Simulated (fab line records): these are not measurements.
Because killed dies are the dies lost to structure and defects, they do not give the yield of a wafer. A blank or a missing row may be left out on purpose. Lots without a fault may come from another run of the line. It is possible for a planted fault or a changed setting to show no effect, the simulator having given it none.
A lot that was struck, set against a sound lot || flow sfq-line || 42 out of 325 route steps
Sound: wafers L456.2, L456.3, L456.4. Struck: wafer L459.3 (L459.4, L459.5, from the same lot, were not struck and are left out); the cause is given at the end.
Each step with rows lists, per side, the tool, then ch with its chambers, then its first start. Under that, the readings that differ: sound wafers || struck wafers || difference of the means || sigmas: that difference in standard deviations of wafers without a fault.
alike: readings with means less than 2 such deviations apart, plus words and numbers identical on both sides. not compared: withheld readings, readings lacking a value on some wafer, bounds such as >300 that could conceal the same value, and numbers that have no deviation in the record and whose values overlap.
Wherever a step has rows on one side only, a row that says differs or no value, or a row with sigmas, the two part there. Numbers that have no deviation but don't overlap get no sigmas and don't part them. Lack of a reading on every wafer of one side parts them only where that side has two or more wafers.

first, 6 steps without rows for these wafers: SFQ_TRILAYER_M1_LITHO_COAT_044 (resist thk 62 nm); SFQ_TRILAYER_M1_LITHO_COAT_039 (resist thk 600 nm); SFQ_TRILAYER_M1_LITHO_SOFTBAKE_043; SFQ_TRILAYER_M1_LITHO_EXPOSE_040 (exposes mask M1, target cd 500 nm); SFQ_TRILAYER_M1_LITHO_PEB_042 (peb time 60 s); SFQ_TRILAYER_M1_LITHO_DEVELOP_041 (time 60 s).
SFQ_M1_OVL_MEAS_911:
  sound on overlay-02, day 26 04:40; struck on overlay-01, day 27 03:35
  alike: M1_OVL
then, 1 step without rows for these wafers: SFQ_TRILAYER_M1_BARC_OPEN_METAL_ETCH_054 (etches BARC in O2, target depth 125 nm, time 41.7 s).
SFQ_TRILAYER_M1_ETCH_METAL_ETCH_042: etches Nb in Cl2/Ar, stops on SiO2, target depth 240 nm, time 120 s.
  sound on rie-metal-02 ch 0,1, day 26 04:45; struck on rie-metal-03 ch 1, day 27 03:43
  alike: drypump-motor-current-A, oes-product-au
  not compared: rf-hours-counter-h
SFQ_TRILAYER_M1_STRIP_STRIP_043: strips in O2.
  sound on rie-metal-02 ch 0,1, day 26 04:53; struck on rie-metal-03 ch 1, day 27 04:00
  alike: drypump-motor-current-A, oes-product-au, platen-temp-c
  not compared: rf-hours-counter-h
then, 1 step without rows for these wafers: SFQ_TRILAYER_M1_STRIP_SOLV_CLEAN_044 (cleans in NMP, time 600 s).
SFQ_TRILAYER_I1_DEP_PECVD_045: deposits SiO2 from SiH4/N2O, time 111.11 s, target thk 500 nm.
  sound on pecvd-01 ch 0,1,2, day 26 05:39; struck on pecvd-04 ch 0, day 27 04:35
  alike: heater-power-w, throttle-valve-pct
SFQ_TRILAYER_I1_CMP_CMP_046: polishes SiO2.
  sound on cmp-01 ch 0,2,3, day 26 05:44; struck on cmp-01 ch 0, day 27 04:39
{"reading": "time-to-endpoint-s (s)", "sound": "208 221 218", "struck": 274, "difference": "+58", "sigmas": "+7"}
{"reading": "model.SiO2_of_TRILAYER_I1_DEP_PECVD_045.thk-nm (nm)", "sound": "200.2 201.4 200.9", "struck": 303.6, "difference": "+102.8", "sigmas": ""}
  alike: motor-current-A
SFQ_I1_BOW_MEAS_912:
  sound on film-metro-01, day 26 08:45; struck on film-metro-04, day 27 09:01
  not compared: I1_BOW
SFQ_TRILAYER_I1_METRO_MEASURE_047:
  sound on film-metro-01, day 26 09:03; struck on film-metro-04, day 27 15:32
{"reading": "thk-nm (nm)", "sound": "200.3 201.5 200.9", "struck": 303.7, "difference": "+102.8", "sigmas": "+86"}
then, 6 steps without rows for these wafers: SFQ_TRILAYER_I1_VIA_LITHO_COAT_054 (resist thk 62 nm); SFQ_TRILAYER_I1_VIA_LITHO_COAT_049 (resist thk 650 nm); SFQ_TRILAYER_I1_VIA_LITHO_SOFTBAKE_053; SFQ_TRILAYER_I1_VIA_LITHO_EXPOSE_050 (exposes mask I1, target cd 500 nm); SFQ_TRILAYER_I1_VIA_LITHO_PEB_052 (peb time 60 s); SFQ_TRILAYER_I1_VIA_LITHO_DEVELOP_051 (time 60 s).
SFQ_I1_OVL_MEAS_913:
  sound on overlay-02, day 26 12:58; struck on overlay-01, day 27 22:56
  alike: I1_OVL
SFQ_TRILAYER_I1_VIA_BARC_OPEN_VIA_ETCH_071: etches BARC in O2, target depth 125 nm, time 41.7 s.
  sound on rie-diel-02 ch 0,1,3, day 26 13:00; struck on rie-diel-04 ch 2, day 27 22:58
{"reading": "oes-product-au (a.u.)", "sound": "0.678 0.688 0.687", "struck": 0.673, "difference": -0.011, "sigmas": -2}
  alike: drypump-motor-current-A
  not compared: rf-hours-counter-h
SFQ_TRILAYER_I1_VIA_ETCH_VIA_ETCH_052: etches SiO2 in CHF3, stops on Nb, target depth 260 nm.
  sound on rie-diel-02 ch 0,1,3, day 26 13:02; struck on rie-diel-04 ch 2, day 27 23:01
{"reading": "oes-product-au (a.u.)", "sound": "0.857 0.857 0.858", "struck": 0.981, "difference": "+0.124", "sigmas": "+22"}
{"reading": "model.I1.feature-depth-nm (nm)", "sound": "200.2 201.4 200.9", "struck": 252.8, "difference": "+52.0", "sigmas": ""}
{"reading": "model.etch.depth-nm (nm)", "sound": "200.2 201.4 200.9", "struck": 252.8, "difference": "+52.0", "sigmas": ""}
  alike: drypump-motor-current-A
SFQ_TRILAYER_I1_VIA_STRIP_STRIP_053: strips in O2.
  sound on rie-metal-02 ch 0,1, day 26 13:09; struck on rie-metal-02 ch 1, day 28 00:11
  alike: drypump-motor-current-A, oes-product-au, platen-temp-c
  not compared: rf-hours-counter-h
then, 1 step without rows for these wafers: SFQ_TRILAYER_I1_VIA_STRIP_SOLV_CLEAN_054 (cleans in NMP, time 600 s).
SFQ_TRILAYER_M2_DEP_PRE_CLEAN_056: time 22.5 s.
  sound on pvd-sputter-05, day 26 13:56; struck on pvd-sputter-04, day 28 01:03
{"reading": "model.SiO2_of_TRILAYER_I1_DEP_PECVD_045.thk-nm (nm)", "sound": "192.7 193.9 193.4", "struck": 296.1, "difference": "+102.8", "sigmas": ""}
then, 1 step without rows for these wafers: SFQ_TRILAYER_M2_DEP_SPUTTER_055 (material Nb, target thk 200 nm, time 133.3 s).
SFQ_M2_RS_MEAS_914: measurement is done with a four-point probe.
  sound on film-metro-01, day 26 14:05; struck on film-metro-02, day 28 01:13
  alike: M2_NB_RS
then, 6 steps without rows for these wafers: SFQ_TRILAYER_M2_LITHO_COAT_062 (resist thk 62 nm); SFQ_TRILAYER_M2_LITHO_COAT_057 (resist thk 600 nm); SFQ_TRILAYER_M2_LITHO_SOFTBAKE_061; SFQ_TRILAYER_M2_LITHO_EXPOSE_058 (exposes mask M2, target cd 500 nm); SFQ_TRILAYER_M2_LITHO_PEB_060 (peb time 60 s); SFQ_TRILAYER_M2_LITHO_DEVELOP_059 (time 60 s).
-- the record jumps here: 6 days lie between the struck wafers' starts before and after --
SFQ_M2_OVL_MEAS_916:
  sound on overlay-02, day 33 02:46; struck on overlay-02, day 33 23:10
  alike: M2_OVL
then, 5 steps without rows for these wafers: SFQ_TRILAYER_M2_BARC_OPEN_METAL_ETCH_077 (etches BARC in O2, target depth 125 nm, time 41.7 s); SFQ_TRILAYER_M2_ETCH_METAL_ETCH_060 (etches Nb in Cl2/Ar, stops on SiO2, target depth 240 nm, time 120 s); SFQ_TRILAYER_M2_STRIP_STRIP_061 (strips in O2); SFQ_TRILAYER_M2_STRIP_SOLV_CLEAN_062 (cleans in NMP, time 600 s); SFQ_TRILAYER_I2_DEP_PECVD_063 (deposits SiO2 from SiH4/N2O, time 111.11 s, target thk 500 nm).
-- the record jumps here: 45 days lie between the struck wafers' starts before and after --
SFQ_M8_BOW_MEAS_951:
  sound on film-metro-01, day 77 22:32; struck on film-metro-01, day 79 09:42
{"reading": "model.etest.i1.link-ohm", "sound": "1.984 1.958 1.993", "struck": 1e+06, "difference": "+1e+06", "sigmas": ""}
  alike: M8_BOW

WHERE THEY PART
Earliest at SFQ_TRILAYER_I1_CMP_CMP_046; latest, in this record, at SFQ_TRILAYER_I1_VIA_ETCH_VIA_ETCH_052. Later steps at which nothing parts them and some readings are alike: SFQ_TRILAYER_I1_VIA_STRIP_STRIP_053, SFQ_M2_RS_MEAS_914, SFQ_M2_OVL_MEAS_916, SFQ_M8_BOW_MEAS_951.

WHY: the cause the simulator had injected
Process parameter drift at SFQ_TRILAYER_I1_CMP_CMP_046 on cmp-01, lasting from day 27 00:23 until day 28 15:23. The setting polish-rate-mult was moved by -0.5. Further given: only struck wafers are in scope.
